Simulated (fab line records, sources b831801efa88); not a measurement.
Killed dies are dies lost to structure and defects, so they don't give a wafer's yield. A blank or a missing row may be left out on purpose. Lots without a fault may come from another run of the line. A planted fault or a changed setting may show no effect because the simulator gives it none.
fab line records | flow gf180mcu
record lots=15 wafers=45 last_day=34
route steps=602 shown DNWELL@41 VT_IMPLANT@122 POLY_GATE@168
lots that met no fault: from a run of the same line without faults
start_h: hours from the record's first day to the start of the lot's first wafer shown | wait_h: hours since the lot's step before | " the same as in the row above | L1.1+2: a row that stands for several wafers | - no value, or no start given | * or withheld: withheld | < > ~ a bound
route shown NAME@n: a module of which the file shows steps, and the number in the route of the first | usual: mean/standard deviation of fault-free wafers | same: alike in all rows | chamber/n: place in a boat | sites: the reading at each site | _std_site: their standard deviation | _edge_site: outer sites' mean less inner sites' | radius_mm: how far each site lies from the wafer's centre | mask NAME#n: copy n | behind: the tool/chamber that last shaped the wafer | hold: why the lot was held/for how many hours/how that ended | device: the transistor (n, p or np) that didn't switch | end of line: the same wafers' tests at the end of the route | a step without rows: its recipe alone | killed: dies lost to structure and defects at the first sort, not the wafer's yield | map: a wafer's dies, x killed, . not, _ none there
set.NAME: the setting as run; set.NAME@STEP: as run at that earlier step | model.NAME: the simulator's own value behind a step, which no gauge read
steps of the route over a sample of lots; a table a step, a row a wafer
services: from which hour (start_h, from the record's first day; less than 0 if before it) a tool's chamber was out of use, for how many hours, and why
## steps
# step GF_DNWELL_TW_MEAS_09
# usual DNWELL_TW=1348/12
# columns lot.wafer tool chamber start_h wait_h DNWELL_TW
L961.3 film_metro-04 - 44.42 0.1 1367
L961.5 " - " " 1365
L961.6 " - " " 1361
L962.3 film_metro-02 - 47.90 0.1 1339
L962.4 " - " " 1332
L962.5 " - " " 1335
L963.1 film_metro-03 - 58.00 0.1 1363
L963.5 " - " " 1361
L963.6 " - " " 1355
L965.1 film_metro-03 - 64.83 0.1 1365
L965.3 " - " " 1356
L965.4 " - " " 1360
L968.1 film_metro-02 - 79.00 0.1 1334
L968.4 " - " " 1333
L968.6 " - " " 1334
L969.4 film_metro-02 - 87.26 0.1 1334
L969.5 " - " " 1329
L969.6 " - " " 1331
L971.1 film_metro-04 - 95.50 0.1 1362
L971.3 " - " " 1351
L971.6 " - " " 1358
L972.1 film_metro-03 - 101.30 0.1 1358
L972.4 " - " " 1362
L972.6 " - " " 1359
L973.3 film_metro-02 - 107.27 0.1 1341
L973.5 " - " " 1340
L973.6 " - " " 1347
L974.1 film_metro-03 - 110.98 0.1 1369
L974.3 " - " " 1354
L974.4 " - " " 1371
L975.1 film_metro-04 - 117.95 0.1 1367
L975.2 " - " " 1359
L975.3 " - " " 1351
L976.1 film_metro-02 - 122.30 0.1 1339
L976.2 " - " " 1342
L976.5 " - " " 1345
L977.2 film_metro-02 - 128.11 0.1 1333
L977.3 " - " " 1338
L977.5 " - " " 1331
L978.4 film_metro-02 - 134.08 0.1 1332
L978.5 " - " " 1332
L978.6 " - " " 1329
L982.3 film_metro-04 - 154.42 0.1 1363
L982.4 " - " " 1359
L982.5 " - " " 1361
# step GF_VT_IMPLANT_TW_MEAS_32
# usual VT_IMPLANT_3_TW=268.3/2.8
# columns lot.wafer tool chamber start_h wait_h VT_IMPLANT_3_TW
L961.3 film_metro-03 - 143.10 0.1 270.2
L961.5 " - " " 271.6
L961.6 " - " " 271.2
L962.3 film_metro-01 - 148.41 0.1 263.8
L962.4 " - " " 264.1
L962.5 " - " " 262.9
L963.1 film_metro-02 - 160.07 0.1 265.7
L963.5 " - " " 265.4
L963.6 " - " " 265.9
L965.1 film_metro-02 - 166.57 0.1 267.1
L965.3 " - " " 264.7
L965.4 " - " " 265.9
L968.1 film_metro-03 - 185.02 0.1 273.0
L968.4 " - " " 271.7
L968.6 " - " " 273.3
L969.4 film_metro-01 - 196.25 0.1 265.5
L969.5 " - " " 266.2
L969.6 " - " " 266.4
L971.1 film_metro-02 - 207.77 0.1 265.3
L971.3 " - " " 266.9
L971.6 " - " " 265.3
L972.1 film_metro-03 - 214.17 0.1 270.6
L972.4 " - " " 271.5
L972.6 " - " " 271.5
L973.3 film_metro-03 - 221.34 0.1 269.8
L973.5 " - " " 270.5
L973.6 " - " " 270.5
L974.1 film_metro-03 - 227.22 0.1 270.4
L974.3 " - " " 269.9
L974.4 " - " " 271.4
L975.1 film_metro-02 - 235.63 0.1 268.4
L975.2 " - " " 267.1
L975.3 " - " " 265.7
L976.1 film_metro-01 - 240.57 0.1 266.8
L976.2 " - " " 266.0
L976.5 " - " " 266.1
L977.2 film_metro-03 - 246.14 0.1 270.8
L977.3 " - " " 270.0
L977.5 " - " " 271.7
L978.4 film_metro-01 - 254.36 0.1 265.7
L978.5 " - " " 267.2
L978.6 " - " " 266.4
L982.3 film_metro-03 - 280.39 0.1 271.0
L982.4 " - " " 269.8
L982.5 " - " " 271.1
# step GF_VT_IMPLANT_EXPOSE_37
# recipe mask_id=Nwell_HV_AREA target_cd_nm=860 na=0.6 source_shape=conventional sigma_outer=0.6 dose_mj=140
# usual exposure_dose_mJ_cm2=140.02/0.14 focus_offset_nm=0.1/0.57
# columns lot.wafer tool chamber start_h wait_h mask exposure_dose_mJ_cm2 focus_offset_nm
L961.3 iline_stepper-01 0 150.84 - Nwell_HV_AREA#0 139.92 -0.4
L961.5 " 0 " " Nwell_HV_AREA#0 140.12 -0.4
L961.6 " 0 " " Nwell_HV_AREA#0 140.03 0.3
L962.3 iline_stepper-01 0 155.99 - Nwell_HV_AREA#0 140.09 -0.5
L962.4 " 0 " " Nwell_HV_AREA#0 140.19 -0.3
L962.5 " 0 " " Nwell_HV_AREA#0 139.93 0.2
L963.1 iline_stepper-02 0 168.28 - Nwell_HV_AREA#0 140.19 0.5
L963.5 " 0 " " Nwell_HV_AREA#0 140.10 1.0
L963.6 " 0 " " Nwell_HV_AREA#0 140.18 0.0
L965.1 iline_stepper-02 0 174.93 - Nwell_HV_AREA#0 140.09 -0.7
L965.3 " 0 " " Nwell_HV_AREA#0 140.07 -0.9
L965.4 " 0 " " Nwell_HV_AREA#0 139.99 -0.6
L968.1 iline_stepper-01 0 193.35 - Nwell_HV_AREA#0 140.14 0.4
L968.4 " 0 " " Nwell_HV_AREA#0 140.02 0.3
L968.6 " 0 " " Nwell_HV_AREA#0 139.89 0.2
L969.4 iline_stepper-01 0 204.54 - Nwell_HV_AREA#0 139.80 -0.5
L969.5 " 0 " " Nwell_HV_AREA#0 139.90 0.6
L969.6 " 0 " " Nwell_HV_AREA#0 140.16 0.3
L971.1 iline_stepper-01 0 216.77 - Nwell_HV_AREA#0 140.20 0.4
L971.3 " 0 " " Nwell_HV_AREA#0 140.05 0.9
L971.6 " 0 " " Nwell_HV_AREA#0 139.92 0.5
L972.1 iline_stepper-01 0 223.18 - Nwell_HV_AREA#0 139.95 0.1
L972.4 " 0 " " Nwell_HV_AREA#0 140.06 1.1
L972.6 " 0 " " Nwell_HV_AREA#0 140.28 -0.1
L973.3 iline_stepper-01 0 230.89 - Nwell_HV_AREA#0 139.83 -0.2
L973.5 " 0 " " Nwell_HV_AREA#0 139.84 -0.9
L973.6 " 0 " " Nwell_HV_AREA#0 139.63 0.2
L974.1 iline_stepper-01 0 236.60 - Nwell_HV_AREA#0 140.09 0.6
L974.3 " 0 " " Nwell_HV_AREA#0 140.30 -0.2
L974.4 " 0 " " Nwell_HV_AREA#0 139.81 0.5
L975.1 iline_stepper-02 - 244.72 - Nwell_HV_AREA#0 - -
L975.2 " - " " Nwell_HV_AREA#0 - -
L975.3 " - " " Nwell_HV_AREA#0 - -
L976.1 iline_stepper-02 - 249.06 - Nwell_HV_AREA#0 - -
L976.2 " - " " Nwell_HV_AREA#0 - -
L976.5 " - " " Nwell_HV_AREA#0 - -
L977.2 iline_stepper-02 - 255.55 - Nwell_HV_AREA#0 - -
L977.3 " - " " Nwell_HV_AREA#0 - -
L977.5 " - " " Nwell_HV_AREA#0 - -
L978.4 iline_stepper-01 0 263.88 - Nwell_HV_AREA#0 140.08 -0.7
L978.5 " 0 " " Nwell_HV_AREA#0 140.03 -1.0
L978.6 " 0 " " Nwell_HV_AREA#0 139.91 0.0
L982.3 iline_stepper-02 0 290.31 - Nwell_HV_AREA#0 140.12 -0.9
L982.4 " 0 " " Nwell_HV_AREA#0 140.35 -0.3
L982.5 " 0 " " Nwell_HV_AREA#0 140.20 -1.0
# step GF_POLY_GATE_OVL_MEAS_11
# usual POLY_GATE_OVL=-3/4.3
# columns lot.wafer tool chamber start_h wait_h POLY_GATE_OVL[nm]
L961.3 overlay-02 - 198.78 0.1 0
L961.5 " - " " 3
L961.6 " - " " -5
L962.3 overlay-02 - 204.13 0.1 2
L962.4 " - " " 1
L962.5 " - " " 2
L963.1 overlay-02 - 214.17 0.1 1
L963.5 " - " " 0
L963.6 " - " " -4
L965.1 overlay-02 - 223.29 0.1 -5
L965.3 " - " " -2
L965.4 " - " " -3
L968.1 overlay-01 - 243.91 0.1 0
L968.4 " - " " 5
L968.6 " - " " -1
L969.4 overlay-01 - 255.33 0.1 0
L969.5 " - " " -6
L969.6 " - " " -7
L971.1 overlay-01 - 269.01 0.1 -11
L971.3 " - " " -4
L971.6 " - " " -10
L972.1 overlay-01 - 275.11 0.1 -3
L972.4 " - " " 0
L972.6 " - " " 6
L973.3 overlay-01 - 286.53 0.1 -4
L973.5 " - " " -5
L973.6 " - " " 2
L974.1 overlay-01 - 290.51 0.1 4
L974.3 " - " " 3
L974.4 " - " " -3
L978.4 overlay-02 - 320.03 0.1 1
L978.5 " - " " -3
L978.6 " - " " -5
L982.3 overlay-01 - 351.53 0.1 -3
L982.4 " - " " -8
L982.5 " - " " -7
## services
# columns tool chamber start_h hours kind
iline_stepper-01 - 129.25 4.4 pm
iline_stepper-02 - 134.55 - calibration
iline_stepper-02 - 193.19 1.7 pm
iline_stepper-01 - 245.55 4.7 repair
iline_stepper-01 - 275.00 1.7 pm
iline_stepper-02 0 287.49 - calibration
## key
first_sign step=GF_VT_IMPLANT_EXPOSE_37 reading=tool_record direction=missing
effect none on later readings
met_at GF_VT_IMPLANT_EXPOSE_37
struck_lots L975,L976,L977
later_rows_left_out L975.1,L975.2,L975.3,L976.1,L976.2,L976.5,L977.2,L977.3,L977.5
sort_left_out L975.1,L975.2,L975.3,L976.1,L976.2,L976.5,L977.2,L977.3,L977.5
tester_left_out L975,L976,L977
not_acting_at GF_DNWELL_TW_MEAS_09,GF_VT_IMPLANT_TW_MEAS_32,GF_POLY_GATE_OVL_MEAS_11
onset_between 174.93 244.72
fault kind=skipped_step_whole tool=iline_stepper-02 chamber=- onset_h=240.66 steps=GF_VT_IMPLANT_EXPOSE_37 scope=struck_lots_only
# tester_left_out: of these lots the tester's yield and bins aren't shown, on N5 and GAA mostly nor the transistor test; their killed dies are dies lost to structure and defects alone, not to doping, threshold or leakage, so they don't give the yield
# sort_left_out: the simulated sort isn't trusted on such a fault, so these wafers' sort isn't shown, and their yield isn't known
# later_rows_left_out: the simulator's readings of these wafers behind a module that went badly wrong aren't trusted and aren't shown, but for the sort
